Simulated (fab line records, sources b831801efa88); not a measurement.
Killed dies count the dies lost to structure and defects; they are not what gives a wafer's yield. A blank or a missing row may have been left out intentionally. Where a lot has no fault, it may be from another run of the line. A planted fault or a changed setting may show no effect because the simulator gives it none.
What tool caused it?    flow sky130    39 wafers from 13 lots sampled at 4 of the route's 708 steps

WHAT THE GAUGES READ, wafer by wafer
SKY_CAP2M_RS_MEAS_03: a four-point-probe measurement.
lot   measured      on             CAP2M_TIN_RS (ohm/sq)
L215  day 39 16:46  film_metro-01  6.94 6.89 6.92
L216  day 40 08:35  film_metro-01  6.86 6.88 6.80
L218  day 40 22:30  film_metro-04  6.82 6.82 6.79
L219  day 40 23:44  film_metro-03  6.84 6.90 6.93
L222  day 42 03:53  film_metro-01  6.83 6.88 6.85
L223  day 42 11:05  film_metro-01  6.91 6.88 6.95
L224  day 42 13:41  film_metro-01  6.79 6.73 6.77
L226  day 43 04:19  film_metro-04  6.78 6.77 6.81
L230  day 44 08:14  film_metro-03  6.97 6.97 6.99
L233  day 45 00:08  film_metro-01  6.83 6.78 6.89
L234  day 45 07:49  film_metro-03  6.86 6.84 6.82
L235  day 45 12:07  film_metro-04  6.81 6.84 6.83
L237  day 45 20:30  film_metro-01  6.85 6.86 6.83

SKY_VIA4_OVL_MEAS_11.
lot   measured      on          VIA4_OVL (nm)
L215  day 42 19:27  overlay-01  -0.1 -0.8 -0.4
L216  day 43 10:58  overlay-02  -1.1 1.0 -0.1
L218  day 44 00:01  overlay-01  0.9 1.7 0.9
L219  day 44 00:28  overlay-02  -0.2 -0.3 0.0
L222  day 45 02:14  overlay-02  4.3 2.7 3.9
L223  day 45 08:00  overlay-02  1.4 2.1 1.8
L224  day 45 11:15  overlay-02  3.4 4.3 2.6
L226  day 46 00:39  overlay-02  2.1 2.7 0.9
L230  day 47 01:36  overlay-02  -1.5 -1.7 0.3
L233  day 47 15:22  overlay-01  1.2 0.5 0.6
L234  day 47 22:27  overlay-02  3.4 2.2 1.8
L235  day 48 02:54  overlay-01  0.5 -2.4 0.4
L237  day 48 11:03  overlay-01  0.7 0.9 -0.1

SKY_PASSIVATION_THK_MEAS_01.
lot   measured      on             PASSIVATION_CVD_00_THK (nm)
L215  day 43 21:14  film_metro-04  89.5 91.1 91.9
L216  day 44 11:56  film_metro-02  89.0 89.7 91.9
L218  day 45 00:25  film_metro-01  88.6 89.7 89.6
L219  day 45 00:59  film_metro-01  88.7 89.3 91.4
L222  day 46 00:58  film_metro-04  88.4 88.8 89.1
L223  day 46 06:23  film_metro-02  90.0 91.3 91.7
L224  day 46 10:18  film_metro-04  88.5 88.7 89.8
L226  day 46 23:43  film_metro-01  88.2 90.7 89.9
L230  day 47 23:21  film_metro-01  89.7 91.0 91.1
L233  day 48 12:56  film_metro-02  88.7 88.3 90.1
L234  day 48 19:22  film_metro-01  87.9 89.0 88.7
L235  day 48 23:36  film_metro-02  89.1 91.9 91.3
L237  day 49 07:09  film_metro-02  89.0 89.4 89.4

TOOL THAT RAN EACH LOT (tool first, then ch and the chambers of the sampled wafers, then the start)
lot   SKY_SONOS_ONO_ETCH_15
L215  rie_diel-04 ch 1,3, day 12 19:58
L216  rie_diel-04 ch 0,1, day 13 11:07
L218  rie_diel-04 ch 0,1,3, day 14 01:46
L219  rie_diel-04 ch 0,1, day 14 07:46
L222  rie_diel-04 ch 2,3, day 15 11:28
L223  rie_diel-01 ch 0,3, day 15 22:10
L224  rie_diel-03 ch 0,1,3, day 16 01:52
L226  rie_diel-03 ch 0,1, day 16 18:58
L230  rie_diel-04 ch 0,2,3, day 18 06:19
L233  rie_diel-04 ch 1,2,3, day 19 04:55
L234  rie_diel-03 ch 1,2,3, day 19 16:28
L235  rie_diel-04 ch 0,2,3, day 19 22:28
L237  rie_diel-03 ch 0,1,2, day 20 12:19
- SKY_SONOS_ONO_ETCH_15: etches the open film in CHF3/O2, target depth 19.52 nm, time 7.8 s.

WHAT THE TOOLS THEMSELVES READ (means of the sampled wafers that have a number; where no wafer has one, the mark that the record gives instead)
SKY_SONOS_ONO_ETCH_15.
lot   tool         O2_flow_sccm (sccm)  drypump_motor_current_A (A)  oes_product_au (a.u.)  throttle_valve_pct (%)
L215  rie_diel-04  5.003                5.7                          0.990                  8.818
L216  rie_diel-04  5.005                4.9                          1.003                  8.817
L218  rie_diel-04  5.001                5.4                          1.004                  8.819
L219  rie_diel-04  4.978                5.0                          1.001                  8.827
L222  rie_diel-04  4.996                5.7                          0.999                  8.826
L223  rie_diel-01  5.009                5.2                          1.000                  8.829
L224  rie_diel-03  4.979                5.6                          0.994                  8.822
L226  rie_diel-03  4.995                5.8                          0.993                  8.814
L230  rie_diel-04  4.994                5.6                          1.001                  8.832
L233  rie_diel-04  5.003                5.5                          1.002                  8.819
L234  rie_diel-03  4.990                5.5                          1.000                  8.827
L235  rie_diel-04  5.001                5.6                          1.005                  8.827
L237  rie_diel-03  4.995                5.7                          0.999                  8.827

THE ANSWER, worked out from the rows above alone
Rule: the usual values come from the lots themselves. The widest of any qualifying gaps counts: lots, ordered by their means at a reading, are off when they make up no more than a third of the lots, leave a main group of 4 or more, and stand apart from it by 3 or more times the standard deviation of that group's means. The tables above print the reading to a certain number of digits; a main group whose means all agree to those digits is not used. Also off: a lot with no number at a reading for which 4 or more lots have one. Where the step has rows for the other lots, those lots are counted as sound. After the gauges, taken in route order, come the tools' own readings; for these a lot's mean is taken, as printed above. At the first step where some lot is off, the reading lying furthest off is the one used; lots without a number count as furthest.
None of the lots is off at any reading shown; this tells nothing.

WHAT THE SIMULATOR HAD PUT IN
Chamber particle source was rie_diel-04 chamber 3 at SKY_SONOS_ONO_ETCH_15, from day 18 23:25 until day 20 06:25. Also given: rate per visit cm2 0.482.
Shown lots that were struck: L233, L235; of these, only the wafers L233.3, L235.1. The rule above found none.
